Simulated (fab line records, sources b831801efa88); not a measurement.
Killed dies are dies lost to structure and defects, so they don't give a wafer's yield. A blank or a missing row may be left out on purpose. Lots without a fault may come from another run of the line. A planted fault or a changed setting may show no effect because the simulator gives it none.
A struck lot beside a sound one | flow gf180mcu | 15 steps out of a route of 602
Sound: wafers L771.1, L771.2, L771.6. Struck: wafers L770.1, L770.2, L770.6. The cause comes at the end.
At each step with rows: each side's tool, then ch and its chambers, then its first start. Under that, the readings that differ: sound wafers | struck wafers | difference of the means | sigmas: that difference in standard deviations of wafers without a fault.
alike: readings whose means differ by less than 2 such deviations, and words and numbers that are the same on both sides. not compared: withheld readings, readings that some wafer has no value for, bounds like >300 that may hide the same value, and numbers for which the record gives no deviation and whose values overlap.
The two part at a step that has a row with sigmas, a row that says differs or no value, or rows on one side only. Numbers that don't overlap but have no deviation are shown without sigmas and don't part them. A reading that every wafer of one side lacks parts them only if that side has two wafers or more.

GF_V2_THK_MEAS_25: measures by xrf.
  sound on film_metro-01, day 23 01:36; struck on film_metro-03, day 23 06:04
  alike: V2_W_THK
GF_V2_CMP_26: polishes, stops on SiO2, t overpolish 15 s, target thk 0 nm.
  sound on cmp-01 ch 0,1, day 23 01:43; struck on cmp-02 ch 0,3, day 23 06:08
  reading                | sound          | struck      | difference | sigmas
  motor_current_A (A)    | 12.2 13.4 12.7 | 8.5 9.6 9.5 | -3.6       | -2
  time_to_endpoint_s (s) | 92 94 89       | 83 77 78    | -12        | -2
  alike: head_pressure_psi, overpolish_run_s
GF_M3_SPUTTER_00: material Ti, target thk 37.5 nm, time 150 s.
  sound on pvd_sputter-02, day 23 01:58; struck on pvd_sputter-01, day 23 06:26
  alike: throttle_valve_pct
then, 1 step without rows for these wafers: GF_M3_SPUTTER_01 (material TiN, target thk 30 nm, time 25 s).
GF_M3_SPUTTER_02: material AlCu, target thk 450 nm, time 23.9 s.
  sound on pvd_sputter-02, day 23 02:05; struck on pvd_sputter-01, day 23 06:34
  reading                | sound          | struck         | difference | sigmas
  throttle_valve_pct (%) | 32.0 28.6 31.9 | 29.6 27.6 27.8 | -2.5       | -2
GF_M3_SPUTTER_03: material Ti, target thk 10 nm, time 6.7 s.
  sound on pvd_sputter-02, day 23 02:07; struck on pvd_sputter-01, day 23 06:35
  alike: throttle_valve_pct
GF_M3_SPUTTER_04: material TiN, target thk 50 nm, time 41.7 s.
  sound on pvd_sputter-02, day 23 02:08; struck on pvd_sputter-01, day 23 06:37
  reading                | sound          | struck         | difference | sigmas
  throttle_valve_pct (%) | 31.9 28.7 32.0 | 29.5 27.6 27.5 | -2.7       | -2
GF_M3_RS_MEAS_05: measures by four-point-probe.
  sound on film_metro-02, day 23 02:11; struck on film_metro-03, day 23 06:39
  alike: M3_ALCU_RS
GF_M3_THK_MEAS_06: measures by xrf.
  sound on film_metro-02, day 23 02:18; struck on film_metro-03, day 23 06:46
  alike: M3_ALCU_THK
then, 3 steps without rows for these wafers: GF_M3_DEHYDRATE_07 (time 60 s); GF_M3_HMDS_08 (prime time 60 s); GF_M3_COAT_09 (resist thk 1000 nm).
GF_M3_SOFTBAKE_10: time 60 s.
  sound on litho_track-02 ch 0, day 23 14:06; struck on litho_track-02 ch 0, day 23 17:51
  reading                  | sound             | struck            | difference | sigmas
  heater_power_total_W (W) | 93.08 93.05 93.13 | 93.91 93.79 93.89 | +0.78      | +13
  run_length_s (s)         | 89.00 89.34 89.02 | 87.44 87.46 87.61 | -1.62      | -10
then, 2 steps without rows for these wafers: GF_M3_EXPOSE_11 (exposes mask Metal3, target cd 280 nm); GF_PASSIVATION_PROBE_99.

WHERE THEY PART
First at GF_V2_CMP_26; last, within this record, at GF_M3_SOFTBAKE_10.

WHY: what the simulator had put in
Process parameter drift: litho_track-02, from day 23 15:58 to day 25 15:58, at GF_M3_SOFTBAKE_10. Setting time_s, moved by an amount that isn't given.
